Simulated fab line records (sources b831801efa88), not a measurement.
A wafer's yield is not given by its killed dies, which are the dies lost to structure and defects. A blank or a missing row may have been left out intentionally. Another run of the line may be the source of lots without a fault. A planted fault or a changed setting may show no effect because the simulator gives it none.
fab line records || flow sky130 || part 2 of 2: steps 25 to 34 of 34
record: {"lots": 5, "wafers": 15, "lastDay": 50}
route steps=708 shown PWDE@54 NWELL@56 VT_ADJUST_HVTP@85
lots that met no fault: from a run of the same line without faults
startH: start of the lot's first displayed wafer, in hours after the record's first day || waitH: hours since the lot's step before || " the same as in the row above || L1.1+2: several wafers, shown together as one row || - value missing, or start not given || * or withheld: withheld || < > ~ a bound
route shown NAME@n: a module of which the file shows steps, and the number in the route of the first || usual: mean and standard deviation over wafers with no fault || same: alike in all rows || chamber/n: place in a boat || sites: per-site readings || _std_site: standard deviation of those values || _edge_site: mean of outer sites minus mean of inner sites || radiusMm: for every site, how far away it sits from the centre of the wafer || mask NAME#n: copy n || behind: the most recent tool/chamber to have shaped the wafer || hold: why the lot was held/for how many hours/how that ended || device: transistor that didn't switch, given as n, p or np || end of line: at the end of the route, the tests of the same wafers || a step given without rows: its recipe and nothing more || killed: count of dies lost to structure and defects at first sort (not the wafer's yield) || map: a wafer's dies, marking killed ones x, the rest . and places with no die _
set.NAME: the setting the step ran with; set.NAME@STEP: the setting that earlier step ran with || model.NAME: the simulator's own value behind a step, which no gauge read
lots at selected steps of the route; one table per step, one row per wafer
services: from which hour (startH, from the record's first day; less than 0 if before it) a tool's chamber was out of use, for how many hours, and why
== steps ==
step: SKY_NWELL_STRIP_25
recipe: {"chemistry": "O2/N2", "powerW": 1400, "pressureMtorr": 1500, "platenTempC": "withheld", "o2FlowSccm": 3000, "n2FlowSccm": 300, "overashFraction": 0.5}
usual: {"drypumpMotorCurrentA": "5.4/0.39", "o2FlowSccm": "2999/9.9", "oesProductAu": "0.722/0.0044", "stripTimeToEndpointS": "36.94/0.11"}
{"lot.wafer": "L077.2", "tool": "plasmaAsher-03", "chamber": 0, "startH": 119.88, "waitH": 0.1, "drypumpMotorCurrentA": 5.6, "o2FlowSccm": 2998, "oesProductAu": 0.719, "rfHoursCounterH": 0, "stripTimeToEndpointS": 36.72}
{"lot.wafer": "L077.5", "tool": "plasmaAsher-03", "chamber": 1, "startH": 119.88, "waitH": 0.1, "drypumpMotorCurrentA": 5.5, "o2FlowSccm": 3009, "oesProductAu": 0.720, "rfHoursCounterH": "-", "stripTimeToEndpointS": 36.84}
{"lot.wafer": "L077.6", "tool": "plasmaAsher-03", "chamber": 0, "startH": 119.88, "waitH": 0.1, "drypumpMotorCurrentA": 5.6, "o2FlowSccm": 3003, "oesProductAu": 0.722, "rfHoursCounterH": "-", "stripTimeToEndpointS": 36.82}
{"lot.wafer": "L085.4", "tool": "plasmaAsher-04", "chamber": 0, "startH": 176.40, "waitH": 0.1, "drypumpMotorCurrentA": 4.8, "o2FlowSccm": 2990, "oesProductAu": 0.718, "rfHoursCounterH": "-", "stripTimeToEndpointS": 37.05}
{"lot.wafer": "L085.5", "tool": "plasmaAsher-04", "chamber": 1, "startH": 176.40, "waitH": 0.1, "drypumpMotorCurrentA": 5.4, "o2FlowSccm": 3010, "oesProductAu": 0.729, "rfHoursCounterH": "-", "stripTimeToEndpointS": 37.15}
{"lot.wafer": "L085.6", "tool": "plasmaAsher-04", "chamber": 0, "startH": 176.40, "waitH": 0.1, "drypumpMotorCurrentA": 4.8, "o2FlowSccm": 2992, "oesProductAu": 0.724, "rfHoursCounterH": "-", "stripTimeToEndpointS": 37.20}
{"lot.wafer": "L089.4", "tool": "plasmaAsher-04", "chamber": 1, "startH": 197.06, "waitH": 0.1, "drypumpMotorCurrentA": 5.4, "o2FlowSccm": 3020, "oesProductAu": 0.719, "rfHoursCounterH": "-", "stripTimeToEndpointS": 36.86}
{"lot.wafer": "L089.5", "tool": "plasmaAsher-04", "chamber": 1, "startH": 197.06, "waitH": 0.1, "drypumpMotorCurrentA": 5.4, "o2FlowSccm": 3015, "oesProductAu": 0.724, "rfHoursCounterH": "-", "stripTimeToEndpointS": 36.91}
{"lot.wafer": "L089.6", "tool": "plasmaAsher-04", "chamber": 0, "startH": 197.06, "waitH": 0.1, "drypumpMotorCurrentA": 4.7, "o2FlowSccm": 3007, "oesProductAu": 0.727, "rfHoursCounterH": "-", "stripTimeToEndpointS": 36.83}
{"lot.wafer": "L094.2", "tool": "plasmaAsher-01", "chamber": 0, "startH": 226.43, "waitH": 0.1, "drypumpMotorCurrentA": 5.8, "o2FlowSccm": 3000, "oesProductAu": 0.719, "rfHoursCounterH": 53, "stripTimeToEndpointS": 36.97}
{"lot.wafer": "L094.5", "tool": "plasmaAsher-01", "chamber": 0, "startH": 226.43, "waitH": 0.1, "drypumpMotorCurrentA": 5.8, "o2FlowSccm": 2997, "oesProductAu": 0.716, "rfHoursCounterH": "-", "stripTimeToEndpointS": 36.89}
{"lot.wafer": "L094.6", "tool": "plasmaAsher-01", "chamber": 1, "startH": 226.43, "waitH": 0.1, "drypumpMotorCurrentA": 5.6, "o2FlowSccm": 3017, "oesProductAu": 0.724, "rfHoursCounterH": "-", "stripTimeToEndpointS": 36.90}
{"lot.wafer": "L096.1", "tool": "plasmaAsher-03", "chamber": 0, "startH": 235.62, "waitH": 0.1, "drypumpMotorCurrentA": 5.6, "o2FlowSccm": 3002, "oesProductAu": 0.721, "rfHoursCounterH": 12, "stripTimeToEndpointS": 37.02}
{"lot.wafer": "L096.3", "tool": "plasmaAsher-03", "chamber": 1, "startH": 235.62, "waitH": 0.1, "drypumpMotorCurrentA": 5.5, "o2FlowSccm": 2990, "oesProductAu": 0.716, "rfHoursCounterH": "-", "stripTimeToEndpointS": 36.96}
{"lot.wafer": "L096.5", "tool": "plasmaAsher-03", "chamber": 0, "startH": 235.62, "waitH": 0.1, "drypumpMotorCurrentA": 5.6, "o2FlowSccm": 3007, "oesProductAu": 0.725, "rfHoursCounterH": "-", "stripTimeToEndpointS": 36.91}
step: SKY_NWELL_TW_MEAS_26
usual: {"NWELL_2_TW": "500.7/2.8"}
{"lot.wafer": "L077.2", "tool": "filmMetro-02", "chamber": "-", "startH": 119.99, "waitH": 0.1, "NWELL_2_TW": 499.5}
{"lot.wafer": "L077.5", "tool": "filmMetro-02", "chamber": "-", "startH": 119.99, "waitH": 0.1, "NWELL_2_TW": 499.5}
{"lot.wafer": "L077.6", "tool": "filmMetro-02", "chamber": "-", "startH": 119.99, "waitH": 0.1, "NWELL_2_TW": 500.0}
{"lot.wafer": "L085.4", "tool": "filmMetro-04", "chamber": "-", "startH": 176.50, "waitH": 0.1, "NWELL_2_TW": 498.8}
{"lot.wafer": "L085.5", "tool": "filmMetro-04", "chamber": "-", "startH": 176.50, "waitH": 0.1, "NWELL_2_TW": 499.1}
{"lot.wafer": "L085.6", "tool": "filmMetro-04", "chamber": "-", "startH": 176.50, "waitH": 0.1, "NWELL_2_TW": 501.0}
{"lot.wafer": "L089.4", "tool": "filmMetro-04", "chamber": "-", "startH": 197.16, "waitH": 0.1, "NWELL_2_TW": 503.5}
{"lot.wafer": "L089.5", "tool": "filmMetro-04", "chamber": "-", "startH": 197.16, "waitH": 0.1, "NWELL_2_TW": 502.1}
{"lot.wafer": "L089.6", "tool": "filmMetro-04", "chamber": "-", "startH": 197.16, "waitH": 0.1, "NWELL_2_TW": 504.2}
{"lot.wafer": "L094.2", "tool": "filmMetro-04", "chamber": "-", "startH": 226.54, "waitH": 0.1, "NWELL_2_TW": 497.8}
{"lot.wafer": "L094.5", "tool": "filmMetro-04", "chamber": "-", "startH": 226.54, "waitH": 0.1, "NWELL_2_TW": 498.3}
{"lot.wafer": "L094.6", "tool": "filmMetro-04", "chamber": "-", "startH": 226.54, "waitH": 0.1, "NWELL_2_TW": 498.6}
{"lot.wafer": "L096.1", "tool": "filmMetro-03", "chamber": "-", "startH": 235.72, "waitH": 0.1, "NWELL_2_TW": 502.6}
{"lot.wafer": "L096.3", "tool": "filmMetro-03", "chamber": "-", "startH": 235.72, "waitH": 0.1, "NWELL_2_TW": 502.5}
{"lot.wafer": "L096.5", "tool": "filmMetro-03", "chamber": "-", "startH": 235.72, "waitH": 0.1, "NWELL_2_TW": 501.0}
step: SKY_NWELL_CLEAN_27
recipe: {"chemistry": "SC1/SC2", "mix": "1:4:20", "tempC": 70, "timeS": 150, "dry": "n2Spin"}
{"lot.wafer": "L077.2+5+6", "tool": "wetBench-03", "chamber": 3, "startH": 120.04, "waitH": 0.0}
{"lot.wafer": "L085.4+5+6", "tool": "wetBench-04", "chamber": 2, "startH": 176.53, "waitH": 0.0}
{"lot.wafer": "L089.4+5+6", "tool": "wetBench-03", "chamber": 3, "startH": 197.19, "waitH": 0.0}
{"lot.wafer": "L094.2+5+6", "tool": "wetBench-04", "chamber": 0, "startH": 226.59, "waitH": 0.0}
{"lot.wafer": "L096.1+3+5", "tool": "wetBench-03", "chamber": 3, "startH": 235.78, "waitH": 0.1}
step: SKY_NWELL_RTA_28
recipe: {"tempC": 1050, "timeS": 30, "idleTempC": 650, "rampUpCPerS": 150, "rampDownCPerS": 90, "ambient": "N2"}
usual: {"lampPowerPct": "25.30/0.051", "wafer_temp_C_max": "1055.0/1.1"}
{"lot.wafer": "L077.2", "tool": "rtpAnneal-01", "chamber": 0, "startH": 120.11, "waitH": 0.0, "lampPowerPct": 25.23, "wafer_temp_C_max": 1055.6}
{"lot.wafer": "L077.5", "tool": "rtpAnneal-01", "chamber": 0, "startH": 120.11, "waitH": 0.0, "lampPowerPct": 25.32, "wafer_temp_C_max": 1054.9}
{"lot.wafer": "L077.6", "tool": "rtpAnneal-01", "chamber": 0, "startH": 120.11, "waitH": 0.0, "lampPowerPct": 25.26, "wafer_temp_C_max": 1055.0}
{"lot.wafer": "L085.4", "tool": "rtpAnneal-01", "chamber": 0, "startH": 176.70, "waitH": 0.1, "lampPowerPct": 25.22, "wafer_temp_C_max": 1053.9}
{"lot.wafer": "L085.5", "tool": "rtpAnneal-01", "chamber": 0, "startH": 176.70, "waitH": 0.1, "lampPowerPct": 25.32, "wafer_temp_C_max": 1054.6}
{"lot.wafer": "L085.6", "tool": "rtpAnneal-01", "chamber": 0, "startH": 176.70, "waitH": 0.1, "lampPowerPct": 25.29, "wafer_temp_C_max": 1055.4}
{"lot.wafer": "L089.4", "tool": "rtpAnneal-01", "chamber": 0, "startH": 197.29, "waitH": 0.1, "lampPowerPct": 25.32, "wafer_temp_C_max": 1054.3}
{"lot.wafer": "L089.5", "tool": "rtpAnneal-01", "chamber": 0, "startH": 197.29, "waitH": 0.1, "lampPowerPct": 25.23, "wafer_temp_C_max": 1057.1}
{"lot.wafer": "L089.6", "tool": "rtpAnneal-01", "chamber": 0, "startH": 197.29, "waitH": 0.1, "lampPowerPct": 25.23, "wafer_temp_C_max": 1055.2}
{"lot.wafer": "L094.2", "tool": "rtpAnneal-01", "chamber": 0, "startH": 226.66, "waitH": 0.0, "lampPowerPct": 25.27, "wafer_temp_C_max": 1051.9}
{"lot.wafer": "L094.5", "tool": "rtpAnneal-01", "chamber": 0, "startH": 226.66, "waitH": 0.0, "lampPowerPct": 25.29, "wafer_temp_C_max": 1053.9}
{"lot.wafer": "L094.6", "tool": "rtpAnneal-01", "chamber": 0, "startH": 226.66, "waitH": 0.0, "lampPowerPct": 25.34, "wafer_temp_C_max": 1054.0}
{"lot.wafer": "L096.1", "tool": "rtpAnneal-02", "chamber": 0, "startH": 235.83, "waitH": 0.0, "lampPowerPct": 25.31, "wafer_temp_C_max": 1055.3}
{"lot.wafer": "L096.3", "tool": "rtpAnneal-02", "chamber": 0, "startH": 235.83, "waitH": 0.0, "lampPowerPct": 25.30, "wafer_temp_C_max": 1055.2}
{"lot.wafer": "L096.5", "tool": "rtpAnneal-02", "chamber": 0, "startH": 235.83, "waitH": 0.0, "lampPowerPct": 25.37, "wafer_temp_C_max": 1056.9}
step: SKY_NWELL_RS_MEAS_29
recipe: {"thkMeasGauge": "four-point-probe"}
usual: {"NWELL_RS": "625.1/1.4"}
{"lot.wafer": "L077.2", "tool": "filmMetro-02", "chamber": "-", "startH": 120.21, "waitH": 0.1, "NWELL_RS[ohm/sq]": 627.7}
{"lot.wafer": "L077.5", "tool": "filmMetro-02", "chamber": "-", "startH": 120.21, "waitH": 0.1, "NWELL_RS[ohm/sq]": 625.6}
{"lot.wafer": "L077.6", "tool": "filmMetro-02", "chamber": "-", "startH": 120.21, "waitH": 0.1, "NWELL_RS[ohm/sq]": 627.0}
{"lot.wafer": "L085.4", "tool": "filmMetro-03", "chamber": "-", "startH": 176.81, "waitH": 0.1, "NWELL_RS[ohm/sq]": 624.2}
{"lot.wafer": "L085.5", "tool": "filmMetro-03", "chamber": "-", "startH": 176.81, "waitH": 0.1, "NWELL_RS[ohm/sq]": 625.3}
{"lot.wafer": "L085.6", "tool": "filmMetro-03", "chamber": "-", "startH": 176.81, "waitH": 0.1, "NWELL_RS[ohm/sq]": 624.4}
{"lot.wafer": "L089.4", "tool": "filmMetro-04", "chamber": "-", "startH": 197.40, "waitH": 0.1, "NWELL_RS[ohm/sq]": 625.1}
{"lot.wafer": "L089.5", "tool": "filmMetro-04", "chamber": "-", "startH": 197.40, "waitH": 0.1, "NWELL_RS[ohm/sq]": 625.8}
{"lot.wafer": "L089.6", "tool": "filmMetro-04", "chamber": "-", "startH": 197.40, "waitH": 0.1, "NWELL_RS[ohm/sq]": 626.6}
{"lot.wafer": "L094.2", "tool": "filmMetro-03", "chamber": "-", "startH": 226.77, "waitH": 0.1, "NWELL_RS[ohm/sq]": 626.6}
{"lot.wafer": "L094.5", "tool": "filmMetro-03", "chamber": "-", "startH": 226.77, "waitH": 0.1, "NWELL_RS[ohm/sq]": 629.7}
{"lot.wafer": "L094.6", "tool": "filmMetro-03", "chamber": "-", "startH": 226.77, "waitH": 0.1, "NWELL_RS[ohm/sq]": 627.8}
{"lot.wafer": "L096.1", "tool": "filmMetro-04", "chamber": "-", "startH": 236.03, "waitH": 0.2, "NWELL_RS[ohm/sq]": 624.0}
{"lot.wafer": "L096.3", "tool": "filmMetro-04", "chamber": "-", "startH": 236.03, "waitH": 0.2, "NWELL_RS[ohm/sq]": 624.5}
{"lot.wafer": "L096.5", "tool": "filmMetro-04", "chamber": "-", "startH": 236.03, "waitH": 0.2, "NWELL_RS[ohm/sq]": 624.0}
step: SKY_NWELL_RS_MEAS_31
recipe: {"thkMeasGauge": "four-point-probe"}
usual: {"PWDE_RS": "5271/17"}
{"lot.wafer": "L077.2", "tool": "filmMetro-02", "chamber": "-", "startH": 120.45, "waitH": 0.1, "PWDE_RS[ohm/sq]": 5267}
{"lot.wafer": "L077.5", "tool": "filmMetro-02", "chamber": "-", "startH": 120.45, "waitH": 0.1, "PWDE_RS[ohm/sq]": 5271}
{"lot.wafer": "L077.6", "tool": "filmMetro-02", "chamber": "-", "startH": 120.45, "waitH": 0.1, "PWDE_RS[ohm/sq]": 5252}
{"lot.wafer": "L085.4", "tool": "filmMetro-03", "chamber": "-", "startH": 177.05, "waitH": 0.1, "PWDE_RS[ohm/sq]": 5282}
{"lot.wafer": "L085.5", "tool": "filmMetro-03", "chamber": "-", "startH": 177.05, "waitH": 0.1, "PWDE_RS[ohm/sq]": 5290}
{"lot.wafer": "L085.6", "tool": "filmMetro-03", "chamber": "-", "startH": 177.05, "waitH": 0.1, "PWDE_RS[ohm/sq]": 5265}
{"lot.wafer": "L089.4", "tool": "filmMetro-04", "chamber": "-", "startH": 197.64, "waitH": 0.1, "PWDE_RS[ohm/sq]": 5255}
{"lot.wafer": "L089.5", "tool": "filmMetro-04", "chamber": "-", "startH": 197.64, "waitH": 0.1, "PWDE_RS[ohm/sq]": 5261}
{"lot.wafer": "L089.6", "tool": "filmMetro-04", "chamber": "-", "startH": 197.64, "waitH": 0.1, "PWDE_RS[ohm/sq]": 5265}
{"lot.wafer": "L094.2", "tool": "filmMetro-03", "chamber": "-", "startH": 227.01, "waitH": 0.1, "PWDE_RS[ohm/sq]": 5252}
{"lot.wafer": "L094.5", "tool": "filmMetro-03", "chamber": "-", "startH": 227.01, "waitH": 0.1, "PWDE_RS[ohm/sq]": 5266}
{"lot.wafer": "L094.6", "tool": "filmMetro-03", "chamber": "-", "startH": 227.01, "waitH": 0.1, "PWDE_RS[ohm/sq]": 5258}
{"lot.wafer": "L096.1", "tool": "filmMetro-04", "chamber": "-", "startH": 236.27, "waitH": 0.1, "PWDE_RS[ohm/sq]": 5299}
{"lot.wafer": "L096.3", "tool": "filmMetro-04", "chamber": "-", "startH": 236.27, "waitH": 0.1, "PWDE_RS[ohm/sq]": 5290}
{"lot.wafer": "L096.5", "tool": "filmMetro-04", "chamber": "-", "startH": 236.27, "waitH": 0.1, "PWDE_RS[ohm/sq]": 5284}
step: SKY_VT_ADJUST_HVTP_DEHYDRATE_00
recipe: {"tempC": 200, "timeS": 60}
usual: {"exhaustPa": "44.9/0.92", "plateTempC": "199.98/0.15"}
{"lot.wafer": "L077.2", "tool": "lithoTrack-04", "chamber": 0, "startH": 129.56, "waitH": 9.1, "exhaustPa": 45.9, "plateTempC": 200.05}
{"lot.wafer": "L077.5", "tool": "lithoTrack-04", "chamber": 0, "startH": 129.56, "waitH": 9.1, "exhaustPa": 44.3, "plateTempC": 199.85}
{"lot.wafer": "L077.6", "tool": "lithoTrack-04", "chamber": 0, "startH": 129.56, "waitH": 9.1, "exhaustPa": 44.8, "plateTempC": 200.10}
{"lot.wafer": "L085.4", "tool": "lithoTrack-02", "chamber": 0, "startH": 187.21, "waitH": 10.1, "exhaustPa": 44.5, "plateTempC": 199.99}
{"lot.wafer": "L085.5", "tool": "lithoTrack-02", "chamber": 0, "startH": 187.21, "waitH": 10.1, "exhaustPa": 44.9, "plateTempC": 199.92}
{"lot.wafer": "L085.6", "tool": "lithoTrack-02", "chamber": 0, "startH": 187.21, "waitH": 10.1, "exhaustPa": 43.9, "plateTempC": 200.18}
{"lot.wafer": "L089.4", "tool": "lithoTrack-04", "chamber": 0, "startH": 207.76, "waitH": 10.1, "exhaustPa": 45.5, "plateTempC": 200.03}
{"lot.wafer": "L089.5", "tool": "lithoTrack-04", "chamber": 0, "startH": 207.76, "waitH": 10.1, "exhaustPa": 46.4, "plateTempC": 199.90}
{"lot.wafer": "L089.6", "tool": "lithoTrack-04", "chamber": 0, "startH": 207.76, "waitH": 10.1, "exhaustPa": 45.8, "plateTempC": 199.96}
{"lot.wafer": "L094.2", "tool": "lithoTrack-01", "chamber": 0, "startH": 237.67, "waitH": 10.6, "exhaustPa": 45.3, "plateTempC": 199.65}
{"lot.wafer": "L094.5", "tool": "lithoTrack-01", "chamber": 0, "startH": 237.67, "waitH": 10.6, "exhaustPa": 44.5, "plateTempC": 200.16}
{"lot.wafer": "L094.6", "tool": "lithoTrack-01", "chamber": 0, "startH": 237.67, "waitH": 10.6, "exhaustPa": 45.3, "plateTempC": 200.08}
{"lot.wafer": "L096.1", "tool": "lithoTrack-02", "chamber": 0, "startH": 247.43, "waitH": 11.1, "exhaustPa": 43.8, "plateTempC": 200.07}
{"lot.wafer": "L096.3", "tool": "lithoTrack-02", "chamber": 0, "startH": 247.43, "waitH": 11.1, "exhaustPa": 43.6, "plateTempC": 199.97}
{"lot.wafer": "L096.5", "tool": "lithoTrack-02", "chamber": 0, "startH": 247.43, "waitH": 11.1, "exhaustPa": 45.5, "plateTempC": 199.95}
step: SKY_VT_ADJUST_HVTP_HMDS_01
recipe: {"primeTimeS": 60, "primeTempC": 120}
usual: {"exhaustPa": "44.9/0.79"}
{"lot.wafer": "L077.2", "tool": "lithoTrack-04", "chamber": 0, "startH": 129.71, "waitH": 0.1, "exhaustPa": 45.0}
{"lot.wafer": "L077.5", "tool": "lithoTrack-04", "chamber": 0, "startH": 129.71, "waitH": 0.1, "exhaustPa": 45.0}
{"lot.wafer": "L077.6", "tool": "lithoTrack-04", "chamber": 0, "startH": 129.71, "waitH": 0.1, "exhaustPa": 45.3}
{"lot.wafer": "L085.4", "tool": "lithoTrack-02", "chamber": 0, "startH": 187.36, "waitH": 0.1, "exhaustPa": 44.8}
{"lot.wafer": "L085.5", "tool": "lithoTrack-02", "chamber": 0, "startH": 187.36, "waitH": 0.1, "exhaustPa": 45.3}
{"lot.wafer": "L085.6", "tool": "lithoTrack-02", "chamber": 0, "startH": 187.36, "waitH": 0.1, "exhaustPa": 45.0}
{"lot.wafer": "L089.4", "tool": "lithoTrack-04", "chamber": 0, "startH": 207.91, "waitH": 0.1, "exhaustPa": 44.5}
{"lot.wafer": "L089.5", "tool": "lithoTrack-04", "chamber": 0, "startH": 207.91, "waitH": 0.1, "exhaustPa": 44.2}
{"lot.wafer": "L089.6", "tool": "lithoTrack-04", "chamber": 0, "startH": 207.91, "waitH": 0.1, "exhaustPa": 44.9}
{"lot.wafer": "L094.2", "tool": "lithoTrack-01", "chamber": 0, "startH": 237.82, "waitH": 0.1, "exhaustPa": 45.9}
{"lot.wafer": "L094.5", "tool": "lithoTrack-01", "chamber": 0, "startH": 237.82, "waitH": 0.1, "exhaustPa": 44.6}
{"lot.wafer": "L094.6", "tool": "lithoTrack-01", "chamber": 0, "startH": 237.82, "waitH": 0.1, "exhaustPa": 45.5}
{"lot.wafer": "L096.1", "tool": "lithoTrack-02", "chamber": 0, "startH": 247.58, "waitH": 0.1, "exhaustPa": 45.1}
{"lot.wafer": "L096.3", "tool": "lithoTrack-02", "chamber": 0, "startH": 247.58, "waitH": 0.1, "exhaustPa": 44.3}
{"lot.wafer": "L096.5", "tool": "lithoTrack-02", "chamber": 0, "startH": 247.58, "waitH": 0.1, "exhaustPa": 43.4}
step: SKY_VT_ADJUST_HVTP_COAT_02
recipe: {"resist": "NOVOLAK", "spinRpm": 3000, "resistThkNm": 1140}
usual: {"exhaustPa": "45.0/0.85", "spinSpeedRpm": "2999.9/1.7"}
{"lot.wafer": "L077.2", "tool": "lithoTrack-04", "chamber": 0, "startH": 129.86, "waitH": 0.1, "exhaustPa": 45.7, "spinSpeedRpm": 3000.2}
{"lot.wafer": "L077.5", "tool": "lithoTrack-04", "chamber": 0, "startH": 129.86, "waitH": 0.1, "exhaustPa": 45.8, "spinSpeedRpm": 3001.3}
{"lot.wafer": "L077.6", "tool": "lithoTrack-04", "chamber": 0, "startH": 129.86, "waitH": 0.1, "exhaustPa": 45.4, "spinSpeedRpm": 2997.9}
{"lot.wafer": "L085.4", "tool": "lithoTrack-02", "chamber": 0, "startH": 187.51, "waitH": 0.1, "exhaustPa": 45.9, "spinSpeedRpm": 2999.8}
{"lot.wafer": "L085.5", "tool": "lithoTrack-02", "chamber": 0, "startH": 187.51, "waitH": 0.1, "exhaustPa": 45.1, "spinSpeedRpm": 3000.6}
{"lot.wafer": "L085.6", "tool": "lithoTrack-02", "chamber": 0, "startH": 187.51, "waitH": 0.1, "exhaustPa": 46.0, "spinSpeedRpm": 3000.0}
{"lot.wafer": "L089.4", "tool": "lithoTrack-04", "chamber": 0, "startH": 208.06, "waitH": 0.1, "exhaustPa": 45.6, "spinSpeedRpm": 3001.1}
{"lot.wafer": "L089.5", "tool": "lithoTrack-04", "chamber": 0, "startH": 208.06, "waitH": 0.1, "exhaustPa": 45.1, "spinSpeedRpm": 3001.0}
{"lot.wafer": "L089.6", "tool": "lithoTrack-04", "chamber": 0, "startH": 208.06, "waitH": 0.1, "exhaustPa": 47.2, "spinSpeedRpm": 2999.9}
{"lot.wafer": "L094.2", "tool": "lithoTrack-01", "chamber": 0, "startH": 237.97, "waitH": 0.1, "exhaustPa": 46.2, "spinSpeedRpm": 2999.5}
{"lot.wafer": "L094.5", "tool": "lithoTrack-01", "chamber": 0, "startH": 237.97, "waitH": 0.1, "exhaustPa": 45.8, "spinSpeedRpm": 2998.8}
{"lot.wafer": "L094.6", "tool": "lithoTrack-01", "chamber": 0, "startH": 237.97, "waitH": 0.1, "exhaustPa": 45.9, "spinSpeedRpm": 3000.2}
{"lot.wafer": "L096.1", "tool": "lithoTrack-02", "chamber": 0, "startH": 247.73, "waitH": 0.1, "exhaustPa": 45.7, "spinSpeedRpm": 2998.9}
{"lot.wafer": "L096.3", "tool": "lithoTrack-02", "chamber": 0, "startH": 247.73, "waitH": 0.1, "exhaustPa": 45.4, "spinSpeedRpm": 2997.1}
{"lot.wafer": "L096.5", "tool": "lithoTrack-02", "chamber": 0, "startH": 247.73, "waitH": 0.1, "exhaustPa": 44.6, "spinSpeedRpm": 2998.5}
step: SKY_VT_ADJUST_HVTP_SOFTBAKE_03
recipe: {"tempC": 90, "timeS": 60, "resist": "NOVOLAK"}
usual: {"exhaustPa": "44.8/0.94", "plateTempC": "89.99/0.13"}
{"lot.wafer": "L077.2", "tool": "lithoTrack-04", "chamber": 0, "startH": 130.01, "waitH": 0.1, "exhaustPa": 44.7, "plateTempC": 90.01}
{"lot.wafer": "L077.5", "tool": "lithoTrack-04", "chamber": 0, "startH": 130.01, "waitH": 0.1, "exhaustPa": 43.9, "plateTempC": 89.94}
{"lot.wafer": "L077.6", "tool": "lithoTrack-04", "chamber": 0, "startH": 130.01, "waitH": 0.1, "exhaustPa": 43.9, "plateTempC": 89.81}
{"lot.wafer": "L085.4", "tool": "lithoTrack-02", "chamber": 0, "startH": 187.66, "waitH": 0.1, "exhaustPa": 44.5, "plateTempC": 90.14}
{"lot.wafer": "L085.5", "tool": "lithoTrack-02", "chamber": 0, "startH": 187.66, "waitH": 0.1, "exhaustPa": 44.7, "plateTempC": 89.99}
{"lot.wafer": "L085.6", "tool": "lithoTrack-02", "chamber": 0, "startH": 187.66, "waitH": 0.1, "exhaustPa": 45.0, "plateTempC": 90.23}
{"lot.wafer": "L089.4", "tool": "lithoTrack-04", "chamber": 0, "startH": 208.21, "waitH": 0.1, "exhaustPa": 43.9, "plateTempC": 89.99}
{"lot.wafer": "L089.5", "tool": "lithoTrack-04", "chamber": 0, "startH": 208.21, "waitH": 0.1, "exhaustPa": 45.2, "plateTempC": 90.00}
{"lot.wafer": "L089.6", "tool": "lithoTrack-04", "chamber": 0, "startH": 208.21, "waitH": 0.1, "exhaustPa": 44.3, "plateTempC": 89.98}
{"lot.wafer": "L094.2", "tool": "lithoTrack-01", "chamber": 0, "startH": 238.12, "waitH": 0.1, "exhaustPa": 45.0, "plateTempC": 90.12}
{"lot.wafer": "L094.5", "tool": "lithoTrack-01", "chamber": 0, "startH": 238.12, "waitH": 0.1, "exhaustPa": 44.9, "plateTempC": 90.12}
{"lot.wafer": "L094.6", "tool": "lithoTrack-01", "chamber": 0, "startH": 238.12, "waitH": 0.1, "exhaustPa": 44.2, "plateTempC": 90.28}
{"lot.wafer": "L096.1", "tool": "lithoTrack-02", "chamber": 0, "startH": 247.88, "waitH": 0.1, "exhaustPa": 44.1, "plateTempC": 89.92}
{"lot.wafer": "L096.3", "tool": "lithoTrack-02", "chamber": 0, "startH": 247.88, "waitH": 0.1, "exhaustPa": 45.3, "plateTempC": 90.03}
{"lot.wafer": "L096.5", "tool": "lithoTrack-02", "chamber": 0, "startH": 247.88, "waitH": 0.1, "exhaustPa": 44.6, "plateTempC": 90.01}
== services ==
{"tool": "implanter-04", "chamber": "-", "startH": 79.45, "hours": 10.7, "kind": "pm"}
{"tool": "implanter-04", "chamber": "-", "startH": 90.16, "hours": 3.5, "kind": "pm"}
{"tool": "plasmaAsher-03", "chamber": "-", "startH": 92.59, "hours": 10.3, "kind": "repair"}
{"tool": "plasmaAsher-03", "chamber": "-", "startH": 108.75, "hours": 9.0, "kind": "pm"}
{"tool": "plasmaAsher-03", "chamber": 0, "startH": 108.75, "hours": 9.0, "kind": "ventCycle"}
{"tool": "wetBench-04", "chamber": "-", "startH": 115.52, "hours": 26.2, "kind": "pm"}
{"tool": "implanter-01", "chamber": "-", "startH": 121.13, "hours": 2.7, "kind": "pm"}
{"tool": "plasmaAsher-01", "chamber": "-", "startH": 127.37, "hours": 2.8, "kind": "pm"}
{"tool": "implanter-01", "chamber": "-", "startH": 133.10, "hours": 0.6, "kind": "repair"}
{"tool": "implanter-01", "chamber": "-", "startH": 143.07, "hours": 13.5, "kind": "pm"}
{"tool": "ilineStepper-01", "chamber": "-", "startH": 163.55, "hours": 8.9, "kind": "pm"}
{"tool": "implanter-01", "chamber": "-", "startH": 165.64, "hours": 0.5, "kind": "repair"}
{"tool": "ilineStepper-02", "chamber": "-", "startH": 172.50, "hours": 1.7, "kind": "pm"}
{"tool": "wetBench-04", "chamber": "-", "startH": 174.32, "hours": 1.9, "kind": "repair"}
{"tool": "plasmaAsher-01", "chamber": "-", "startH": 178.17, "hours": 14.6, "kind": "pm"}
{"tool": "rtpAnneal-02", "chamber": "-", "startH": 186.17, "hours": 2.9, "kind": "pm"}
{"tool": "wetBench-03", "chamber": "-", "startH": 207.02, "hours": 1.9, "kind": "pm"}
{"tool": "ilineStepper-01", "chamber": "-", "startH": 208.79, "hours": 22.5, "kind": "repair"}
{"tool": "ilineStepper-02", "chamber": "-", "startH": 210.53, "hours": 4.1, "kind": "repair"}
{"tool": "plasmaAsher-02", "chamber": "-", "startH": 213.26, "hours": 2.0, "kind": "repair"}
{"tool": "ilineStepper-02", "chamber": "-", "startH": 233.65, "hours": 5.7, "kind": "repair"}
{"tool": "ilineStepper-01", "chamber": "-", "startH": 242.17, "hours": 1.7, "kind": "pm"}
{"tool": "plasmaAsher-01", "chamber": "-", "startH": 245.51, "hours": 0.6, "kind": "repair"}
{"tool": "wetBench-04", "chamber": "-", "startH": 246.03, "hours": 46.3, "kind": "repair"}
